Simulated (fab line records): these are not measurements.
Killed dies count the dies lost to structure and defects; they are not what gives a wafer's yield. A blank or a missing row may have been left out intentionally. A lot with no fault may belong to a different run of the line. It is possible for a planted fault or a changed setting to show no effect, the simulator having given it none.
fab line records	flow sky130
record lots=7	wafers=19	last-day=50
route steps=708 shown RES_PROTECT@212 POLY_GATE@213 PAD_OPEN@708
lots that met no fault: taken from a fault-free run of the same line
start-h: hours from the record's first day to the start of the lot's first wafer shown	wait-h: time in hours since the lot's previous step	" the same as in the row above	L1.1+2: several wafers, shown together as one row	- value missing, or start not given	* or withheld: withheld	< > ~ a bound
route shown NAME@n: a module of which the file shows steps, and the number in the route of the first	usual: the fault-free wafers' mean and standard deviation	same: alike in all rows	chamber/n: place in a boat	sites: each site's reading	_std_site: how widely they spread, as a standard deviation	_edge_site: mean of outer sites minus mean of inner sites	radius-mm: how far each site lies from the wafer's centre	mask NAME#n: copy n	behind: tool/chamber where the wafer was last shaped	hold: the reason the lot was held/the length of the hold in hours/how it ended	device: names the non-switching transistor (n, p or np)	end of line: the same wafers' tests at the end of the route	where a step has no rows: the recipe by itself	killed: the dies lost at the first sort to structure and to defects; this is not the yield of the wafer	map: per-die view of a wafer (x killed, . not killed, _ where there is no die)
set.NAME: setting as actually run; set.NAME@STEP: the setting as run at that earlier step	model.NAME: the simulator's own value behind a step, which no gauge read
lots at some steps of the route; a table a step, a row a wafer
services: from which hour (start-h, from the record's first day; less than 0 if before it) a tool's chamber was out of use, for how many hours, and why
## steps
# step SKY_RES_PROTECT_DEVELOP_06
# recipe resist=NOVOLAK	developer=TMAH	develop-time-s=60	dev-temp-c=23
# step SKY_POLY_GATE_IMPLANT_02
# recipe species=P	energy-kev=30	dose-cm2=7.7e+15	tilt-deg=0
# step SKY_RES_PROTECT_STRIP_07
# recipe chemistry=O2/N2	power-w=1400	pressure-mtorr=1500	platen-temp-c=withheld	o2-flow-sccm=3000	n2-flow-sccm=300	overash-fraction=0.5
# usual drypump-motor-current-A=5.4/0.42	oes-product-au=0.518/0.0044	strip-time-to-endpoint-s=23.29/0.045
# same overash-fraction=0.5
lot.wafer	tool	chamber	start-h	wait-h	drypump-motor-current-A	oes-product-au	rf-hours-counter-h	strip-time-to-endpoint-s
L449.4	plasma-asher-01	1	338.06	0.1	5.0	0.516	-	23.28
L449.5	"	0	"	"	6.1	0.520	-	23.27
L449.6	"	1	"	"	5.0	0.518	-	23.25
L461.1	plasma-asher-03	1	449.60	0.1	5.3	0.516	32	23.28
L461.4	"	0	"	"	5.3	0.520	-	23.27
L461.6	"	0	"	"	5.3	0.515	-	23.27
L462.1	plasma-asher-01	1	460.61	0.1	5.0	0.522	3	23.29
L462.2	"	0	"	"	6.1	0.524	3	23.28
L462.3	"	0	"	"	6.1	0.513	-	23.28
L463.2	plasma-asher-01	1	469.21	0.1	5.0	0.521	3	23.16
L463.3	"	0	"	"	6.1	0.517	-	23.22
L465.1	plasma-asher-02	1	480.02	0.1	5.7	0.518	78	23.29
L465.2	"	0	"	"	5.0	0.516	78	23.34
L471.2	plasma-asher-01	1	533.91	0.1	5.0	0.516	9	23.27
L471.5	"	0	"	"	6.1	0.513	-	23.26
L471.6	"	1	"	"	5.0	0.518	-	23.27
L472.1	plasma-asher-01	0	539.71	0.1	6.1	0.521	9	23.33
L472.5	"	0	"	"	6.1	0.514	-	23.34
L472.6	"	1	"	"	5.0	0.521	-	23.37
# step SKY_RES_PROTECT_TW_MEAS_08
# usual POLY_GATE_TW=4031/36
lot.wafer	tool	chamber	start-h	wait-h	POLY_GATE_TW
L449.4	film-metro-04	-	338.15	0.1	4000
L449.5	"	-	"	"	4000
L449.6	"	-	"	"	4007
L461.1	film-metro-02	-	449.70	0.1	4026
L461.4	"	-	"	"	4045
L461.6	"	-	"	"	4024
L462.1	film-metro-03	-	460.71	0.1	4078
L462.2	"	-	"	"	4091
L462.3	"	-	"	"	4091
L463.2	film-metro-03	-	469.32	0.1	4078
L463.3	"	-	"	"	4074
L465.1	film-metro-02	-	480.12	0.1	4039
L465.2	"	-	"	"	4033
L471.2	film-metro-02	-	534.02	0.1	4036
L471.5	"	-	"	"	4031
L471.6	"	-	"	"	4022
L472.1	film-metro-03	-	539.81	0.1	4102
L472.5	"	-	"	"	4077
L472.6	"	-	"	"	4089
# step SKY_RES_PROTECT_CLEAN_09
# recipe chemistry=SC1/SC2	mix=1:4:20	temp-c=70	time-s=150	dry=n2-spin
# step SKY_POLY_GATE_CVD_03
# recipe material=Si3N4	precursor=DCS/NH3	target-thk-nm=75	temp-c=770	time-s=1290	pressure-mtorr=250
# step SKY_POLY_GATE_THK_MEAS_04
# recipe reads=Si3N4_of_POLY_GATE_CVD_03
# usual POLY_GATE_CVD_03_THK=74.6/0.69
lot.wafer	tool	chamber	start-h	wait-h	POLY_GATE_CVD_03_THK[nm]
L449.4	film-metro-03	-	340.59	0.0	74.5
L449.5	"	-	"	"	74.4
L449.6	"	-	"	"	74.9
L461.1	film-metro-02	-	451.99	0.0	74.8
L461.4	"	-	"	"	74.4
L461.6	"	-	"	"	75.1
L462.1	film-metro-03	-	462.18	0.0	74.2
L462.2	"	-	"	"	74.1
L462.3	"	-	"	"	74.0
L463.2	film-metro-03	-	470.80	0.0	74.4
L463.3	"	-	"	"	74.1
L465.1	film-metro-01	-	481.59	0.0	74.1
L465.2	"	-	"	"	73.9
L471.2	film-metro-03	-	535.49	0.0	73.7
L471.5	"	-	"	"	73.9
L471.6	"	-	"	"	74.0
L472.1	film-metro-01	-	541.28	0.0	73.9
L472.5	"	-	"	"	74.2
L472.6	"	-	"	"	73.8
# step SKY_POLY_GATE_DEHYDRATE_05
# recipe temp-c=200	time-s=60
# step SKY_POLY_GATE_HMDS_06
# recipe prime-time-s=60	prime-temp-c=120
# step SKY_POLY_GATE_COAT_07
# recipe resist=BARC	temp-c=withheld	time-s=withheld	spin-rpm=3000	resist-thk-nm=110
# step SKY_POLY_GATE_COAT_08
# recipe resist=KrF-thick	spin-rpm=3000	resist-thk-nm=450
# step SKY_POLY_GATE_SOFTBAKE_09
# recipe temp-c=100	time-s=90	resist=KrF-thick
# step SKY_POLY_GATE_EXPOSE_10
# recipe mask-id=P1M	na=0.68	source-shape=conventional	sigma-outer=0.6	target-cd-nm=150	dose-mj=28
lot.wafer	tool	chamber	start-h	wait-h	mask
L449.4+5+6	krf-scanner-02	0	354.83	-	P1M#0
L461.1+4+6	krf-scanner-02	0	467.58	-	P1M#0
L462.1+2+3	krf-scanner-02	0	477.35	-	P1M#0
L463.2+3	krf-scanner-02	0	486.29	-	P1M#0
L465.1+2	krf-scanner-02	0	497.47	-	P1M#0
L471.2+5+6	krf-scanner-02	0	551.44	-	P1M#0
L472.1+5+6	krf-scanner-02	0	556.70	-	P1M#0
# step SKY_POLY_GATE_PEB_11
# recipe peb-temp-c=withheld	peb-time-s=withheld	resist=KrF-thick
# step SKY_POLY_GATE_DEVELOP_12
# recipe develop-time-s=60	resist=KrF-thick	dev-temp-c=21
# step SKY_POLY_GATE_CD_MEAS_13
# recipe target-cd-nm=150
# usual cd-nm=149.7/1.3
lot.wafer	tool	chamber	start-h	wait-h	cd-nm
L449.4	cd-sem-01	-	368.71	-	148.2
L449.5	"	-	"	"	148.2
L449.6	"	-	"	"	148.9
L461.1	cd-sem-02	-	482.47	-	149.3
L461.4	"	-	"	"	150.0
L461.6	"	-	"	"	150.5
L462.1	cd-sem-02	-	492.67	-	129.2
L462.2	"	-	"	"	150.3
L462.3	"	-	"	"	128.4
L463.2	cd-sem-01	-	501.72	-	149.5
L463.3	"	-	"	"	127.6
L465.1	cd-sem-02	-	512.75	-	128.5
L465.2	"	-	"	"	150.1
L471.2	cd-sem-01	-	566.44	-	151.5
L471.5	"	-	"	"	149.9
L471.6	"	-	"	"	149.1
L472.1	cd-sem-02	-	571.00	-	147.4
L472.5	"	-	"	"	147.0
L472.6	"	-	"	"	147.9
# step SKY_POLY_GATE_OVL_MEAS_14
# usual POLY_GATE_OVL=-2/5.8
lot.wafer	tool	chamber	start-h	wait-h	POLY_GATE_OVL[nm]
L449.4	overlay-01	-	368.79	0.1	5
L449.5	"	-	"	"	-4
L449.6	"	-	"	"	-6
L461.1	overlay-01	-	482.59	0.1	-4
L461.4	"	-	"	"	-5
L461.6	"	-	"	"	-4
L462.1	overlay-02	-	492.79	0.1	4
L462.2	"	-	"	"	-1
L462.3	"	-	"	"	9
L463.2	overlay-02	-	501.83	0.1	-3
L463.3	"	-	"	"	-2
L465.1	overlay-01	-	512.87	0.1	-6
L465.2	"	-	"	"	-15
L471.2	overlay-01	-	566.55	0.1	-9
L471.5	"	-	"	"	-13
L471.6	"	-	"	"	-14
L472.1	overlay-02	-	571.12	0.1	-6
L472.5	"	-	"	"	1
L472.6	"	-	"	"	-1
# step SKY_POLY_GATE_ETCH_15
# recipe chemistry=N2/H2	target=BARC	ion-energy-ev=200	source-w=500	bias-w=100	pressure-mtorr=30	n2-flow-sccm=100	h2-flow-sccm=200	stop-on=SiO2	time-s=118.5	target-depth-a=1100
# usual drypump-motor-current-A=5.8/0.47	h2-flow-sccm=200.0/0.63	oes-product-au=0.716/0.0044	throttle-valve-pct=13.213/0.0081
lot.wafer	tool	chamber	start-h	wait-h	drypump-motor-current-A	h2-flow-sccm	oes-product-au	rf-hours-counter-h	throttle-valve-pct	model.POLY_GATE.cd-nm
L449.4	rie-diel-04	0	368.80	0.0	6.3	200.2	0.711	6	13.218	148.3
L449.5	"	2	"	"	5.7	198.9	0.715	-	13.229	149.6
L449.6	"	3	"	"	5.3	199.2	0.714	-	13.206	149.4
L461.1	rie-diel-04	0	482.63	0.0	6.3	200.5	0.713	8	13.219	148.4
L461.4	"	3	"	"	5.3	200.2	0.722	10	13.220	150
L461.6	"	3	"	"	5.3	201.0	0.707	-	13.212	151.3
L462.1	rie-diel-04	2	492.83	0.0	5.7	199.8	0.719	71	13.221	129.6
L462.2	"	1	"	"	5.8	200.1	0.709	72	13.215	153
L462.3	"	0	"	"	6.3	200.9	0.714	8	13.212	128.6
L463.2	rie-diel-01	0	501.86	0.0	5.2	200.6	0.708	11	13.226	149.9
L463.3	"	1	"	"	5.7	200.0	0.724	31	13.215	127.6
L465.1	rie-diel-03	3	512.90	0.0	5.2	200.3	0.714	2	13.208	131.3
L465.2	"	1	"	"	6.6	200.5	0.720	5	13.193	147.9
L471.2	rie-diel-04	0	566.58	0.0	6.3	199.6	0.714	9	13.208	151.6
L471.5	"	3	"	"	5.3	199.2	0.714	-	13.210	151.8
L471.6	"	0	"	"	6.3	200.3	0.716	-	13.214	149.9
L472.1	rie-diel-04	3	571.16	0.0	5.4	200.5	0.716	12	13.203	149.5
L472.5	"	3	"	"	5.3	199.3	0.715	-	13.207	149.3
L472.6	"	2	"	"	5.7	199.6	0.711	-	13.221	149.2
# step SKY_POLY_GATE_ETCH_16
# recipe stop-on=poly-Si	chemistry=CH3F/O2	target=Si3N4	source-w=400	bias-w=80	pressure-mtorr=25	ch3f-flow-sccm=40	O2_flow_sccm=30	time-s=147.5	target-depth-a=750
# usual drypump-motor-current-A=5.8/0.47	oes-product-au=0.639/0.0052	throttle-valve-pct=10.534/0.0089
lot.wafer	tool	chamber	start-h	wait-h	drypump-motor-current-A	oes-product-au	rf-hours-counter-h	throttle-valve-pct
L449.4	rie-diel-04	0	368.89	0.0	6.3	0.639	6	10.533
L449.5	"	2	"	"	5.7	0.643	-	10.515
L449.6	"	3	"	"	5.3	0.642	-	10.538
L461.1	rie-diel-04	0	482.71	0.0	6.3	0.637	8	10.535
L461.4	"	3	"	"	5.3	0.644	10	10.548
L461.6	"	3	"	"	5.3	0.633	-	10.542
L462.1	rie-diel-04	2	492.91	0.0	5.7	0.631	72	10.527
L462.2	"	1	"	"	5.8	0.639	72	10.532
L462.3	"	0	"	"	6.3	0.638	8	10.531
L463.2	rie-diel-01	0	501.94	0.0	5.2	0.633	11	10.526
L463.3	"	1	"	"	5.7	0.640	31	10.543
L465.1	rie-diel-03	3	512.99	0.0	5.2	0.635	2	10.549
L465.2	"	1	"	"	6.6	0.642	6	10.534
L471.2	rie-diel-04	0	566.66	0.0	6.3	0.637	9	10.527
L471.5	"	3	"	"	5.3	0.637	-	10.543
L471.6	"	0	"	"	6.3	0.627	-	10.546
L472.1	rie-diel-04	3	571.24	0.0	5.3	0.633	12	10.540
L472.5	"	3	"	"	5.3	0.640	-	10.531
L472.6	"	2	"	"	5.7	0.633	-	10.513
# step SKY_POLY_GATE_ETCH_17
# recipe target-depth-nm=180	stop-on=SiO2	over-etch-frac=0.56667	chemistry=HBr/Cl2	target=poly-Si	icp-w=400	bias-w=100	pressure-mtorr=10	HBr_flow_sccm=150	Cl2_flow_sccm=50	time-s=70.5
# usual drypump-motor-current-A=5.8/0.42	oes-product-au=0.985/0.0078	throttle-valve-pct=33.684/0.0097
# same over-etch-frac=0.56667
lot.wafer	tool	chamber	start-h	wait-h	drypump-motor-current-A	oes-product-au	rf-hours-counter-h	throttle-valve-pct	model.POLY_GATE.cd-nm
L449.4	rie-si-01	1	368.99	0.0	6.1	0.986	3	33.699	150
L449.5	"	0	"	"	5.7	0.989	-	33.681	148.9
L449.6	"	1	"	"	6.1	0.982	-	33.683	150.2
L461.1	rie-si-02	0	482.81	0.0	5.6	0.990	1	33.693	149.7
L461.4	"	3	"	"	5.3	0.996	0	33.673	149.6
L461.6	"	3	"	"	5.3	0.981	-	33.686	150.4
L462.1	rie-si-01	2	493.01	0.0	6.1	0.983	3	33.690	129
L462.2	"	3	"	"	6.6	0.982	4	33.694	154.6
L462.3	"	0	"	"	5.8	0.995	52	33.706	127.5
L463.2	rie-si-02	0	502.04	0.0	5.5	0.991	1	33.686	151.2
L463.3	"	1	"	"	5.6	0.996	4	33.682	127.6
L465.1	rie-si-02	3	513.09	0.0	5.3	0.986	0	33.692	132.8
L465.2	"	0	"	"	5.6	1.000	1	33.665	149.6
L471.2	rie-si-02	1	566.76	0.0	5.6	0.973	4	33.674	153
L471.5	"	2	"	"	5.3	0.979	-	33.678	152.6
L471.6	"	1	"	"	5.6	0.982	-	33.658	150.7
L472.1	rie-si-01	3	571.34	0.0	6.6	0.970	4	33.695	150.9
L472.5	"	3	"	"	6.6	0.978	-	33.674	151.1
L472.6	"	0	"	"	5.8	0.988	-	33.666	148.3
# step SKY_POLY_GATE_STRIP_18
# recipe chemistry=O2/N2	power-w=1400	pressure-mtorr=1500	platen-temp-c=withheld	o2-flow-sccm=3000	n2-flow-sccm=300	overash-fraction=0.5
# usual drypump-motor-current-A=5.36/0.28	oes-product-au=0.361/0.0043	strip-time-to-endpoint-s=3.17/0.035
# same overash-fraction=0.5
lot.wafer	tool	chamber	start-h	wait-h	drypump-motor-current-A	oes-product-au	rf-hours-counter-h	strip-time-to-endpoint-s
L449.4	plasma-asher-03	0	369.08	0.1	5.28	0.361	-	3.21
L449.5	"	0	"	"	5.28	0.356	-	3.11
L449.6	"	1	"	"	5.24	0.358	-	3.18
L461.1	plasma-asher-02	1	482.87	0.0	5.76	0.364	79	3.11
L461.4	"	1	"	"	5.73	0.363	-	3.14
L461.6	"	1	"	"	5.75	0.363	-	3.16
L462.1	plasma-asher-04	1	493.07	0.0	5.84	0.359	68	3.11
L462.2	"	0	"	"	5.13	0.358	68	3.10
L462.3	"	1	"	"	5.81	0.360	-	3.15
L463.2	plasma-asher-04	0	502.10	0.0	5.11	0.360	69	3.17
L463.3	"	1	"	"	5.83	0.360	-	3.12
L465.1	plasma-asher-03	1	513.14	0.0	5.26	0.357	37	3.22
L465.2	"	0	"	"	5.28	0.367	37	3.19
L471.2	plasma-asher-03	1	566.82	0.0	5.23	0.363	43	3.18
L471.5	"	0	"	"	5.29	0.363	-	3.23
L471.6	"	1	"	"	5.24	0.362	-	3.18
L472.1	plasma-asher-04	0	571.40	0.0	5.12	0.365	76	3.19
L472.5	"	1	"	"	5.82	0.362	-	3.18
L472.6	"	0	"	"	5.10	0.355	-	3.12
# step SKY_PAD_OPEN_PROBE_99
# usual killed_at_M0_to_M3=43/6.6	killed_at_M4_up=2.9/1.6	killed-at-contacts=24/4.9	killed-at-front-end=15/4.5	killed-at-other=0.2/0.45	killed-dies=86/8.8	killed-open=48/6.4	killed-short=38/5.6
# same gross-dies=492	killed-at-back-side=0
lot.wafer	tool	chamber	start-h	wait-h	killed_at_M0_to_M3	killed_at_M4_up	killed-at-contacts	killed-at-front-end	killed-at-other	killed-dies	killed-open	killed-short	model.etest.res-xhigh-po.line-ohm-um	model.etest.pfet_01v8.r-on-ohm-um	model.etest.pfet-g5v0d10v5.r-on-ohm-um	model.etest.res-poly.line-ohm-um	model.etest.nfet_01v8.r-on-ohm-um	model.etest.nfet-g5v0d10v5.r-on-ohm-um	model.etest.sonos-uncharged.r-on-ohm-um	model.etest.res-high-po.line-ohm-um
L449.4	prober-01	-	1075.81	0.2	41	4	24	16	0	85	55	30	5488	2959	4752	515.2	832.1	1884	816.5	742.3
L449.5	prober-01	-	1075.86	0.2	47	2	20	11	0	80	44	36	5746	3019	4714	533.6	839.2	1877	811.6	755.9
L449.6	prober-01	-	1075.91	0.2	48	2	26	15	0	91	51	40	5746	2962	4654	521.1	840.8	1876	807.1	757.5
L461.1	prober-01	-	1153.32	0.1	40	4	25	15	0	84	48	36	5342	2921	4823	507.6	811.4	1904	812.6	718.5
L461.4	prober-01	-	1153.47	0.2	53	3	16	22	1	95	62	33	5592	2956	4712	519.8	811.4	1897	804.6	749.6
L461.6	prober-01	-	1153.57	0.2	38	3	25	19	0	85	43	42	5619	2924	4790	515.5	812.4	1916	822.8	742.9
L462.1	prober-01	-	1157.48	0.1	32	4	22	58	1	117	44	25	6429	2616	4485	689.3	750.9	1805	756	821.2
L462.2	prober-01	-	1157.53	0.1	52	4	25	12	1	94	56	38	5824	3057	4756	503.5	859.7	1916	814.3	760.5
L462.3	prober-01	-	1157.58	0.2	49	2	28	81	0	160	57	32	6451	2598	4512	695.1	752.7	1804	738.9	834
L463.2	prober-02	-	1162.83	0.1	42	2	18	19	1	82	52	30	5516	2896	4761	505.2	837.5	1879	823.7	729.2
L463.3	prober-02	-	1162.88	0.2	48	5	30	68	1	152	54	42	5756	2551	4625	652.1	739.9	1816	762.1	754.6
L465.1	prober-02	-	1172.12	0.1	41	5	37	20	0	103	51	41	6023	2612	4615	638.5	750.9	1845	766.7	796.3
L465.2	prober-02	-	1172.17	0.1	52	1	30	14	0	97	55	42	6014	2799	4732	527.3	801	1904	801.4	759.4
L471.2	prober-02	-	1203.83	0.1	27	2	21	6	0	56	31	25	5861	2981	4851	515.2	875.3	1886	825.8	764.4
L471.5	prober-02	-	1203.98	0.2	44	6	29	5	0	84	49	35	5728	3020	4868	515.2	879.9	1898	814.3	756.8
L471.6	prober-02	-	1204.03	0.2	34	2	26	9	0	71	35	36	5666	2975	4755	512.4	832.7	1890	809	744.4
L472.1	prober-01	-	1204.80	0.1	30	3	25	24	1	83	48	35	5751	2888	4760	518.2	845.1	1845	823.5	760.1
L472.5	prober-01	-	1205.00	0.2	42	4	28	13	0	87	50	37	5720	2920	4742	520.2	847.5	1846	821.1	747.3
L472.6	prober-01	-	1205.05	0.2	40	4	33	18	0	95	47	48	5816	2825	4633	536.9	828.7	1829	803.7	758.8
# killed by level:class
L449.4 LI_CONTACT:geometric-particle:open=10 VIA1:geometric-particle:open=10 METAL2:geometric-particle:short=8 VIA3:geometric-particle:open=8 CONTACT:geometric-particle:open=7 POLY_GATE:geometric-particle:open=6 VIA2:geometric-particle:open=5 FIELD_ISO:geometric-particle:short=4
L449.5 VIA2:geometric-particle:open=8 VIA1:geometric-particle:open=7 LI_CONTACT:geometric-particle:open=7 CONTACT:geometric-particle:open=6 METAL2:geometric-particle:short=6 VIA2:geometric-particle:short=5 METAL1:geometric-particle:short=4 VIA1:geometric-particle:short=4
L449.6 VIA1:geometric-particle:open=13 LI_CONTACT:geometric-particle:open=12 VIA3:geometric-particle:open=8 VIA1:geometric-particle:short=7 POLY_GATE:geometric-particle:short=6 METAL2:geometric-particle:short=6 CONTACT:geometric-particle:open=5 FIELD_ISO:geometric-particle:short=3
L461.1 VIA3:geometric-particle:open=9 CONTACT:geometric-particle:open=7 VIA1:geometric-particle:open=7 VIA2:geometric-particle:open=7 FIELD_ISO:geometric-particle:short=5 LI_CONTACT:geometric-particle:open=5 VIA1:geometric-particle:short=5 FIELD_ISO:geometric-particle:open=4
L461.4 VIA1:geometric-particle:open=14 VIA3:geometric-particle:open=9 VIA2:geometric-particle:open=9 POLY_GATE:geometric-particle:short=6 FIELD_ISO:geometric-particle:open=6 CONTACT:geometric-particle:open=6 METAL3:geometric-particle:short=5 POLY_GATE:geometric-particle:open=4
L461.6 VIA1:geometric-particle:open=8 POLY_GATE:geometric-particle:open=7 CONTACT:geometric-particle:open=7 VIA2:geometric-particle:open=7 METAL3:geometric-particle:short=7 LI_CONTACT:geometric-particle:open=6 LI_CONTACT:geometric-particle:short=5 FIELD_ISO:geometric-particle:short=4
L462.1 POLY_GATE:area-expose=48 CONTACT:geometric-particle:open=11 VIA1:geometric-particle:open=9 VIA3:geometric-particle:open=7 LI_CONTACT:geometric-particle:open=6 VIA1:geometric-particle:short=5 FIELD_ISO:geometric-particle:short=4 CONTACT:geometric-particle:short=3
L462.2 VIA1:geometric-particle:open=12 VIA3:geometric-particle:open=12 VIA1:geometric-particle:short=9 LI_CONTACT:geometric-particle:open=8 CONTACT:geometric-particle:open=7 CONTACT:geometric-particle:short=5 POLY_GATE:geometric-particle:short=4 LOCAL_INTERCONNECT:geometric-particle:short=4
L462.3 POLY_GATE:area-expose=71 CONTACT:geometric-particle:open=15 VIA1:geometric-particle:open=11 VIA3:geometric-particle:open=10 LI_CONTACT:geometric-particle:open=5 METAL2:geometric-particle:short=5 FIELD_ISO:geometric-particle:open=4 VIA3:geometric-particle:short=4
L463.2 VIA1:geometric-particle:open=14 FIELD_ISO:geometric-particle:open=7 VIA2:geometric-particle:open=6 CONTACT:geometric-particle:open=6 FIELD_ISO:geometric-particle:short=5 LI_CONTACT:geometric-particle:open=5 CONTACT:geometric-particle:short=5 VIA3:geometric-particle:short=5
L463.3 POLY_GATE:area-expose=56 CONTACT:geometric-particle:open=14 VIA2:geometric-particle:open=10 VIA1:geometric-particle:open=8 VIA3:geometric-particle:short=7 LI_CONTACT:geometric-particle:open=6 FIELD_ISO:geometric-particle:short=5 CONTACT:geometric-particle:short=5
L465.1 POLY_GATE:area-expose=11 LI_CONTACT:geometric-particle:open=9 LI_CONTACT:geometric-particle:short=9 CONTACT:geometric-particle:open=9 VIA2:geometric-particle:open=9 VIA1:geometric-particle:open=7 VIA3:geometric-particle:open=7 METAL1:geometric-particle:short=6
L465.2 CONTACT:geometric-particle:open=12 VIA3:geometric-particle:open=11 VIA1:geometric-particle:open=9 LI_CONTACT:geometric-particle:open=7 VIA2:geometric-particle:open=7 CONTACT:geometric-particle:short=6 METAL1:geometric-particle:short=6 POLY_GATE:geometric-particle:short=4
L471.2 VIA1:geometric-particle:open=7 LI_CONTACT:geometric-particle:open=6 VIA2:geometric-particle:open=6 CONTACT:geometric-particle:open=5 LI_CONTACT:geometric-particle:short=4 METAL1:geometric-particle:short=4 LOCAL_INTERCONNECT:geometric-particle:short=3 VIA1:geometric-particle:short=3
L471.5 VIA1:geometric-particle:open=14 CONTACT:geometric-particle:open=10 VIA2:geometric-particle:open=10 LI_CONTACT:geometric-particle:open=9 VIA1:geometric-particle:short=6 METAL4:geometric-particle:short=5 LOCAL_INTERCONNECT:geometric-particle:short=4 METAL1:geometric-particle:short=4
L471.6 CONTACT:geometric-particle:open=11 VIA1:geometric-particle:open=8 CONTACT:geometric-particle:short=6 METAL2:geometric-particle:short=6 VIA3:geometric-particle:open=5 LI_CONTACT:geometric-particle:short=4 LI_CONTACT:geometric-particle:open=4 VIA2:geometric-particle:short=4
L472.1 POLY_GATE:geometric-particle:short=9 LI_CONTACT:geometric-particle:open=9 CONTACT:geometric-particle:open=8 VIA2:geometric-particle:open=7 VIA1:geometric-particle:open=6 VIA3:geometric-particle:open=6 POLY_GATE:geometric-particle:open=5 FIELD_ISO:geometric-particle:short=4
L472.5 LI_CONTACT:geometric-particle:open=12 CONTACT:geometric-particle:open=9 METAL1:geometric-particle:short=7 VIA3:geometric-particle:open=7 METAL2:geometric-particle:short=7 POLY_GATE:geometric-particle:open=6 SPACER:geometric-particle:open=4 CONTACT:geometric-particle:short=4
L472.6 CONTACT:geometric-particle:open=10 VIA2:geometric-particle:open=9 CONTACT:geometric-particle:short=8 LI_CONTACT:geometric-particle:open=7 METAL2:geometric-particle:short=7 POLY_GATE:geometric-particle:short=5 VIA3:geometric-particle:open=5 FIELD_ISO:geometric-particle:open=4
# map L462.3 (x killed, . not)
__________.x.....x.._________
________.xx....x.xxx.._______
______..x.......x......._____
_____.....x...x....x..x..____
____....x...x..xxxx.....xx___
___x......xx.x.x.x...x..xx.__
__....x..........xx.x.x...x._
_x.x....xx...xxx...x.x..x..x.
_......x.x.x.xxx.xxxx.x......
_x.......xx..xxxx....xxx.....
_x.......xxxx.x.x.xxx..xx.x..
_.......x...x....xx.xxx..xx.x
_......xxx.x.xx.xxx.xxxx.x...
_.......x.x.x..xxx...x.x.....
_xxx....xx.xxxx...xxx........
__........xx..xxx.x..xx....._
___.x.....x....x...x.......__
____x.x.xx..xxxx.x..x.....___
_____....x......x.x.xx..x____
______x............x...._____
________.........x...x_______
__________x.......x._________
# map L463.3 (x killed, . not)
__________.........._________
________xx.x...xx.xx.._______
______x.......x........._____
_____.x..x.xx.x..x..x...x____
____..x....x.....x........___
___..........xx.....x..x...__
__...x..x.......x.........x._
_......xxx.x.xxxx.x.xx..x..x.
_..xxx.......xx.x...xx.x...x.
_...x.....x..xx..xx.....x....
_......xx...xxxx.xxxxx.x.....
_xxx..x...xxxxxx.xxx..x.x.x..
_.....x....x.x.xx...xxxx.x..x
_.........xx....x.x...x..xx..
_...x.....x.x.xxxx..x..x.xx..
__.x....x..x..xx.xx....x...._
___x..x.xx.x....x.x.x.x....__
____x...x..x..x.x.x.x.....___
_____xx....x....xx.......____
______x.........xx..xx.._____
________.x.......x...._______
__________...x......_________
## services
tool	chamber	start-h	hours	kind
rie-si-02	-	319.66	28.1	pm
plasma-asher-01	-	354.91	8.8	repair
krf-scanner-02	-	372.02	0.8	pm
plasma-asher-01	-	375.18	12.4	pm
krf-scanner-02	-	376.22	1.3	pm
rie-diel-04	0	381.70	4.0	repair
rie-si-02	0	385.28	5.4	repair
krf-scanner-02	-	416.39	1.0	pm
plasma-asher-01	-	421.25	9.0	pm
plasma-asher-03	-	433.61	1.2	repair
rie-si-02	-	438.07	0.5	repair
plasma-asher-01	-	470.70	3.5	repair
plasma-asher-03	-	482.86	15.6	pm
plasma-asher-01	-	494.59	1.1	repair
krf-scanner-02	-	501.06	4.4	pm
plasma-asher-01	-	504.35	7.3	repair
plasma-asher-03	-	505.02	1.6	repair
rie-diel-04	2	511.10	5.1	repair
rie-si-02	3	515.40	2.5	repair
rie-diel-04	-	522.79	0.6	repair
plasma-asher-01	-	524.93	8.2	repair
krf-scanner-02	-	540.82	0.8	pm
krf-scanner-02	-	552.12	1.3	pm
rie-diel-04	-	552.71	2.8	pm
## key
first-sign step=SKY_POLY_GATE_CD_MEAS_13	reading=cd-nm	direction=down	sigmas=17	usual=149.7	struck=128.4
effect step=SKY_PAD_OPEN_PROBE_99	reading=killed-at-front-end	direction=up	sigmas=9.4	usual=15	struck=57
model-effect step=SKY_POLY_GATE_ETCH_15	value=POLY_GATE.cd-nm	without=150.6	struck=129.3
model-effect step=SKY_POLY_GATE_ETCH_17	value=POLY_GATE.cd-nm	without=150.5	struck=129.2
model-effect step=SKY_PAD_OPEN_PROBE_99	value=etest.res-xhigh-po.line-ohm-um	without=5789	struck=6165
more-kills-born-at SKY_POLY_GATE_EXPOSE_10@krf-scanner-02=186
met-at SKY_POLY_GATE_EXPOSE_10
struck-wafers L462.1,L462.3,L463.3,L465.1
tester-left-out L462,L463,L465
onset-between 467.58 477.35
fault kind=process-parameter-drift	tool=krf-scanner-02	chamber=-	onset-h=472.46	steps=SKY_POLY_GATE_EXPOSE_10	channel=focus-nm	offset=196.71	shape=step	end-h=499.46	scope=struck-wafers-only
# tester-left-out: of these lots the tester's yield and bins aren't shown, on N5 and GAA mostly nor the transistor test; their killed dies are dies lost to structure and defects alone, not to doping, threshold or leakage, so they don't give the yield
